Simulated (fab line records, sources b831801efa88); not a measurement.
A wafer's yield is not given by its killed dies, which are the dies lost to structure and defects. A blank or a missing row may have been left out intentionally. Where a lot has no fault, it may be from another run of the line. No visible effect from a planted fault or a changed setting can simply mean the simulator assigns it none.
Matching of chambers / flow sky130 / SKY_CONTACT_CMP_04 on cmp-01 has 4 sister chambers
The step polishes SiO2. 8 wafers are shown with their chamber, then 7 later ones without.

## WAFERS WITH THEIR CHAMBER
wafer=L646.1; chamber=2; motor current A (A)=11.8; time to endpoint s (s)=77
wafer=L646.5; chamber=0; motor current A (A)=10.5; time to endpoint s (s)=75
wafer=L648.2; chamber=2; motor current A (A)=11.2; time to endpoint s (s)=82
wafer=L648.3; chamber=0; motor current A (A)=11.1; time to endpoint s (s)=81
wafer=L649.3; chamber=3; motor current A (A)=12.1; time to endpoint s (s)=81
wafer=L651.2; chamber=1; motor current A (A)=12.3; time to endpoint s (s)=82
wafer=L651.3; chamber=3; motor current A (A)=12.5; time to endpoint s (s)=79
wafer=L651.5; chamber=1; motor current A (A)=13.2; time to endpoint s (s)=79

## WAFERS MISSING THEIR CHAMBER
wafer=L653.2; motor current A (A)=12.3; time to endpoint s (s)=77
wafer=L653.4; motor current A (A)=10.5; time to endpoint s (s)=76
wafer=L653.5; motor current A (A)=12.8; time to endpoint s (s)=81
wafer=L658.3; motor current A (A)=12.2; time to endpoint s (s)=86
wafer=L658.4; motor current A (A)=12.8; time to endpoint s (s)=86
wafer=L663.2; motor current A (A)=10.9; time to endpoint s (s)=84
wafer=L663.4; motor current A (A)=12.1; time to endpoint s (s)=83

## CHAMBER TAKEN BY EACH
wafer=L653.2; from the rows above=can't be placed: 3 or 1 or 2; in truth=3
wafer=L653.4; from the rows above=can't be placed: 0 or 2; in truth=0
wafer=L653.5; from the rows above=can't be placed: 1 or 3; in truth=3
wafer=L658.3; from the rows above=can't be placed: 3 or 1 or 2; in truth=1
wafer=L658.4; from the rows above=can't be placed: 1 or 3 or 2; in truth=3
wafer=L663.2; from the rows above=can't be placed: 2 or 0 or 3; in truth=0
wafer=L663.4; from the rows above=can't be placed: 3 or 1 or 2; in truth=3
Correct placement for 0 of the 7. These rows do not allow placing 7 (true chamber among the candidates in 7). Placed wrongly: 0.
How it was worked out, from the rows above alone: a wafer's distance from a chamber is the root of the sum, over the readings, of the square of ((its reading less the chamber's mean) divided by the reading's scatter). If the next closest chamber is less than 2 further off than the closest, the wafer can't be placed; otherwise it belongs to the closest. For every chamber, the mean is computed from those of its wafers that are shown. The scatter: take each reading less its chamber's mean, square it, sum over the shown wafers, divide by the number of wafers less the number of chambers, and take the root.
